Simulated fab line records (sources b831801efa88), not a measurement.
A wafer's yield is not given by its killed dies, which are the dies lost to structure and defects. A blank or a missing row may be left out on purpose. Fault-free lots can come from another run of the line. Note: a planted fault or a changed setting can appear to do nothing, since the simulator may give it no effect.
Matching of chambers ; flow gf180mcu ; GF_V4_ETCH_16 on rie_diel-03 has 4 sister chambers
The step etches BARC in N2/H2. 8 wafers are shown with their chamber, then 9 later ones without.

## WAFERS WITH THEIR CHAMBER
wafer;chamber;drypump_motor_current_A (A);oes_product_au (a.u.)
L086.1;3;6.0;0.854
L086.2;2;4.7;0.845
L088.1;0;6.4;0.849
L088.3;3;6.1;0.843
L088.5;1;6.3;0.862
L089.2;2;4.7;0.858
L089.4;0;6.4;0.862
L089.5;1;6.3;0.858

## WAFERS MISSING THEIR CHAMBER
wafer;drypump_motor_current_A (A);oes_product_au (a.u.)
L095.1;6.4;0.854
L095.2;6.3;0.854
L095.3;6.0;0.859
L095.4;4.7;0.855
L095.5;6.3;0.859
L095.6;4.7;0.857
L096.2;6.4;0.855
L096.4;6.0;0.856
L096.5;6.0;0.858

## CHAMBER TAKEN BY EACH
wafer;from the rows above;in truth
L095.1;0;0
L095.2;1;1
L095.3;3;3
L095.4;2;2
L095.5;1;1
L095.6;2;2
L096.2;0;0
L096.4;3;3
L096.5;3;3
Correct placement for 9 of the 9. Can't be placed from these rows: 0. Number placed wrongly: 0.
How it was worked out, from the rows above alone: a wafer's distance from a chamber is the root of the sum, over the readings, of the square of ((its reading less the chamber's mean) divided by the reading's scatter). The wafer belongs to the nearest chamber; if the next one is less than 2 further off, it can't be placed. The mean given for a chamber averages the wafers shown for that chamber. The scatter: take each reading less its chamber's mean, square it, sum over the shown wafers, divide by the number of wafers less the number of chambers, and take the root.
